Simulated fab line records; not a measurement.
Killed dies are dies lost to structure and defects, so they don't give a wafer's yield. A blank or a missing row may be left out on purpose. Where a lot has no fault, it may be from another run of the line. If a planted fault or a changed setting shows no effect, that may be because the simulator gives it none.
The tool behind it: which one? || flow gf180mcu || 14 lots with 42 wafers sampled at 3 steps, on a route of 602 steps

== WHAT THE GAUGES SHOWED, per wafer ==
GF_M2_RS_MEAS_05: measurement is done with a four-point probe. Usual: M2_ALCU_RS typically reads 0.0697 ohm/sq, with standard deviation 0.00053.
{"lot": "L348", "measured": "day 19 00:53", "on": "film metro-01", "M2_ALCU_RS (ohm/sq)": "0.0698 0.0703 0.0702", "flag": ""}
{"lot": "L350", "measured": "day 20 04:36", "on": "film metro-02", "M2_ALCU_RS (ohm/sq)": "0.0691 0.0697 0.0697", "flag": ""}
{"lot": "L353", "measured": "day 21 08:58", "on": "film metro-03", "M2_ALCU_RS (ohm/sq)": "0.0699 0.0695 0.0691", "flag": ""}
{"lot": "L354", "measured": "day 21 09:21", "on": "film metro-03", "M2_ALCU_RS (ohm/sq)": "0.0700 0.0707 0.0702", "flag": ""}
{"lot": "L356", "measured": "day 22 00:02", "on": "film metro-03", "M2_ALCU_RS (ohm/sq)": "0.0693 0.0690 0.0694", "flag": ""}
{"lot": "L355", "measured": "day 22 03:34", "on": "film metro-03", "M2_ALCU_RS (ohm/sq)": "0.0697 0.0695 0.0698", "flag": ""}
{"lot": "L359", "measured": "day 23 09:10", "on": "film metro-01", "M2_ALCU_RS (ohm/sq)": "0.0698 0.0692 0.0700", "flag": ""}
{"lot": "L361", "measured": "day 23 19:01", "on": "film metro-03", "M2_ALCU_RS (ohm/sq)": "0.0702 0.0705 0.0696", "flag": ""}
{"lot": "L363", "measured": "day 24 07:40", "on": "film metro-01", "M2_ALCU_RS (ohm/sq)": "0.0687 0.0691 0.0692", "flag": ""}
{"lot": "L364", "measured": "day 24 19:10", "on": "film metro-02", "M2_ALCU_RS (ohm/sq)": "0.0703 0.0709 0.0709", "flag": ""}
{"lot": "L365", "measured": "day 25 05:06", "on": "film metro-02", "M2_ALCU_RS (ohm/sq)": "0.0692 0.0694 0.0692", "flag": ""}
{"lot": "L366", "measured": "day 25 10:40", "on": "film metro-02", "M2_ALCU_RS (ohm/sq)": "0.0695 0.0699 0.0699", "flag": ""}
{"lot": "L367", "measured": "day 25 16:58", "on": "film metro-02", "M2_ALCU_RS (ohm/sq)": "0.0698 0.0702 0.0696", "flag": ""}
{"lot": "L369", "measured": "day 26 13:34", "on": "film metro-03", "M2_ALCU_RS (ohm/sq)": "0.0702 0.0701 0.0704", "flag": ""}

GF_V2_THK_MEAS_03. Usual: V2_CVD_02_THK typically reads 847 nm, with standard deviation 9.3.
{"lot": "L348", "measured": "day 20 02:25", "on": "film metro-03", "V2_CVD_02_THK (nm)": "843 855 858", "flag": ""}
{"lot": "L350", "measured": "day 21 05:45", "on": "film metro-03", "V2_CVD_02_THK (nm)": "843 855 861", "flag": ""}
{"lot": "L353", "measured": "day 22 09:16", "on": "film metro-03", "V2_CVD_02_THK (nm)": "836 830 857", "flag": ""}
{"lot": "L354", "measured": "day 22 10:01", "on": "film metro-03", "V2_CVD_02_THK (nm)": "835 835 832", "flag": ""}
{"lot": "L356", "measured": "day 23 00:17", "on": "film metro-04", "V2_CVD_02_THK (nm)": "830 839 837", "flag": ""}
{"lot": "L355", "measured": "day 23 04:01", "on": "film metro-01", "V2_CVD_02_THK (nm)": "850 846 865", "flag": ""}
{"lot": "L359", "measured": "day 24 08:11", "on": "film metro-01", "V2_CVD_02_THK (nm)": "842 860 869", "flag": ""}
{"lot": "L361", "measured": "day 24 18:01", "on": "film metro-01", "V2_CVD_02_THK (nm)": "851 851 875", "flag": ""}
{"lot": "L363", "measured": "day 25 06:46", "on": "film metro-03", "V2_CVD_02_THK (nm)": "829 834 854", "flag": ""}
{"lot": "L364", "measured": "day 25 17:30", "on": "film metro-01", "V2_CVD_02_THK (nm)": "845 835 845", "flag": ""}
{"lot": "L365", "measured": "day 26 03:23", "on": "film metro-01", "V2_CVD_02_THK (nm)": "847 848 863", "flag": ""}
{"lot": "L366", "measured": "day 26 08:40", "on": "film metro-01", "V2_CVD_02_THK (nm)": "833 842 850", "flag": ""}
{"lot": "L367", "measured": "day 26 15:28", "on": "film metro-01", "V2_CVD_02_THK (nm)": "846 848 851", "flag": ""}
{"lot": "L369", "measured": "day 27 11:28", "on": "film metro-04", "V2_CVD_02_THK (nm)": "838 835 853", "flag": ""}

== EACH LOT AND THE TOOL THAT RAN IT (in order: tool; ch and the chambers of the sampled wafers; start) ==
{"lot": "L348", "GF_M2_SPUTTER_00": "pvd sputter-04, day 19 00:38"}
{"lot": "L350", "GF_M2_SPUTTER_00": "pvd sputter-04, day 20 04:22"}
{"lot": "L353", "GF_M2_SPUTTER_00": "pvd sputter-04, day 21 08:44"}
{"lot": "L354", "GF_M2_SPUTTER_00": "pvd sputter-02, day 21 09:08"}
{"lot": "L356", "GF_M2_SPUTTER_00": "pvd sputter-03, day 21 23:49"}
{"lot": "L355", "GF_M2_SPUTTER_00": "pvd sputter-02, day 22 03:20"}
{"lot": "L359", "GF_M2_SPUTTER_00": "pvd sputter-03, day 23 08:57"}
{"lot": "L361", "GF_M2_SPUTTER_00": "pvd sputter-03, day 23 18:48"}
{"lot": "L363", "GF_M2_SPUTTER_00": "pvd sputter-03, day 24 07:26"}
{"lot": "L364", "GF_M2_SPUTTER_00": "pvd sputter-04, day 24 18:57"}
{"lot": "L365", "GF_M2_SPUTTER_00": "pvd sputter-03, day 25 04:50"}
{"lot": "L366", "GF_M2_SPUTTER_00": "pvd sputter-04, day 25 10:26"}
{"lot": "L367", "GF_M2_SPUTTER_00": "pvd sputter-03, day 25 16:44"}
{"lot": "L369", "GF_M2_SPUTTER_00": "pvd sputter-04, day 26 13:21"}
- GF_M2_SPUTTER_00: material Ti, target thk 37.5 nm, time 150 s.

== AS READ BY THE TOOLS THEMSELVES (means over the sampled wafers that have a number; for cases with no such wafer, the mark the record gives instead) ==
GF_M2_SPUTTER_00. Usual: substrate temp c 199.99 C, standard deviation 0.16; throttle valve pct 30.4 %, standard deviation 1.4.
{"lot": "L348", "tool": "pvd sputter-04", "substrate temp c (C)": 199.96, "throttle valve pct (%)": 30.9, "flag": ""}
{"lot": "L350", "tool": "pvd sputter-04", "substrate temp c (C)": 199.95, "throttle valve pct (%)": 31.5, "flag": ""}
{"lot": "L353", "tool": "pvd sputter-04", "substrate temp c (C)": 200.09, "throttle valve pct (%)": 29.8, "flag": ""}
{"lot": "L354", "tool": "pvd sputter-02", "substrate temp c (C)": 200.02, "throttle valve pct (%)": 29.7, "flag": ""}
{"lot": "L356", "tool": "pvd sputter-03", "substrate temp c (C)": 200.12, "throttle valve pct (%)": 30.3, "flag": ""}
{"lot": "L355", "tool": "pvd sputter-02", "substrate temp c (C)": 200.09, "throttle valve pct (%)": 31.6, "flag": ""}
{"lot": "L359", "tool": "pvd sputter-03", "substrate temp c (C)": 200.07, "throttle valve pct (%)": 30.2, "flag": ""}
{"lot": "L361", "tool": "pvd sputter-03", "substrate temp c (C)": 200.11, "throttle valve pct (%)": 29.9, "flag": ""}
{"lot": "L363", "tool": "pvd sputter-03", "substrate temp c (C)": 200.06, "throttle valve pct (%)": 29.9, "flag": ""}
{"lot": "L364", "tool": "pvd sputter-04", "substrate temp c (C)": 200.05, "throttle valve pct (%)": 30.7, "flag": ""}
{"lot": "L365", "tool": "pvd sputter-03", "substrate temp c (C)": 200.13, "throttle valve pct (%)": 30.1, "flag": ""}
{"lot": "L366", "tool": "pvd sputter-04", "substrate temp c (C)": 199.78, "throttle valve pct (%)": 29.9, "flag": ""}
{"lot": "L367", "tool": "pvd sputter-03", "substrate temp c (C)": 200.04, "throttle valve pct (%)": 30.0, "flag": ""}
{"lot": "L369", "tool": "pvd sputter-04", "substrate temp c (C)": 199.80, "throttle valve pct (%)": 29.8, "flag": ""}

== THE ANSWER, worked out from the rows above alone ==
Rule: a lot is off if the mean of its wafers that have a number lies more than 3 standard deviations from the usual mean. A lot without any number at a reading at which 4 lots or more have one is off too. The other lots that the step has rows for count as sound. Order of review: gauges by route order, followed by the tools' own readings, for which a lot's mean as printed above is used. At the first step where some lot is off, the reading lying furthest off is the one used; lots without a number count as furthest.
No lot is off at any reading shown: from this, nothing can be told.

== WHAT THE SIMULATOR HAD PUT IN ==
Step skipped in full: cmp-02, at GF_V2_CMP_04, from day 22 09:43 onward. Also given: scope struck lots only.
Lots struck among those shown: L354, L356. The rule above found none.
